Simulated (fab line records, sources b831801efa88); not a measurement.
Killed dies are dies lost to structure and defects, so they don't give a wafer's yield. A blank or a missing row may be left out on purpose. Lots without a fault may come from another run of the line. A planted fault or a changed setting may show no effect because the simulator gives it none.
One fault seen from 2 desks | flow gf180mcu | each desk has only its own numbers; what lay behind them comes last

THE METROLOGY DESK
What the gauges read, lot by lot, whatever tool the lot ran on: means of the sampled wafers that have a number. A lot is out of limits, marked OUT, if its mean lies more than 4 standard deviations from the usual mean; the brackets give that distance.
Columns: A = POLY_GATE_OXIDATION_THK at GF_POLY_GATE_THK_MEAS_17, usual 3.96 nm; B = HV_LDD_03_OVL at GF_HV_LDD_OVL_MEAS_47, usual 0.2 nm
lot  | first seen here | A    | B
L876 | day 9 17:28     | 3.93 | -1.7
L877 | day 10 06:04    | 3.94 | 0.5
L879 | day 10 09:03    | 3.83 | 0.7
L881 | day 11 03:31    | 3.93 | 1.3
L882 | day 11 08:38    | 3.88 | 0.6
L883 | day 11 14:41    | 3.96 | 1.3
L888 | day 13 03:49    | 4.01 | -0.1
L892 | day 14 07:05    | 4.09 | -0.4
L893 | day 14 13:17    | 4.05 | -0.4
L895 | day 15 06:37    | 3.81 | -0.1
L896 | day 15 14:04    | 3.94 | 1.7
L897 | day 15 22:11    | 4.01 | 0.7
L898 | day 16 00:19    | 3.89 | -0.5
This desk's finding: nothing out of limits on any of the 13 lots.

THE TOOL OWNER'S DESK: rie_diel-01
The tool's own readings at GF_HV_LDD_ETCHBACK_58 (etches Si3N4 in CH3F/O2, stops on SiO2, time 100 s, target depth 90 nm): means of the sampled wafers that have a number, for each lot that ran on this tool. A lot is out of limits, marked OUT, if its mean lies more than 4 standard deviations from the usual mean; the brackets give that distance.
Columns: A = drypump_motor_current_A at GF_HV_LDD_ETCHBACK_58, usual 5.7 A; B = oes_product_au at GF_HV_LDD_ETCHBACK_58, usual 0.841 a.u.; C = rf_fwd_power_W at GF_HV_LDD_ETCHBACK_58, usual 397.1 W; D = throttle_valve_pct at GF_HV_LDD_ETCHBACK_58, usual 10.561 %
lot  | first seen here | A   | B                | C     | D
L877 | day 13 13:48    | 5.5 | 0.841            | 397.0 | 10.563
L881 | day 14 15:13    | 5.8 | 0.846            | 397.5 | 10.556
L882 | day 14 19:53    | 5.5 | 0.837            | 396.1 | 10.557
L883 | day 15 02:54    | 5.4 | 0.811 (-5.4) OUT | 397.1 | 10.561
L893 | day 18 11:12    | 5.8 | 0.850            | 399.4 | 10.559
This desk's finding: out of limits on L883; first on L883, day 15 02:54 (oes_product_au at GF_HV_LDD_ETCHBACK_58). In limits: L877, L881, L882, L893.

PUT TOGETHER
The tool owner's desk could have raised an alarm at day 15 02:54, on L883.
The metrology desk saw nothing out of limits.
The metrology desk has L883 on record, within its limits.
Of the lots named, all ran GF_HV_LDD_ETCHBACK_58 on rie_diel-01.

WHAT THE SIMULATOR HAD PUT IN
Process parameter drift: rie_diel-01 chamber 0, from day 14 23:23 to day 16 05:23, at GF_HV_LDD_ETCHBACK_58. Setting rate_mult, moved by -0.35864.
Lots struck among those shown: L883.
Hours from the fault's start to each desk's first reading out of limits: the tool owner's desk, 4.
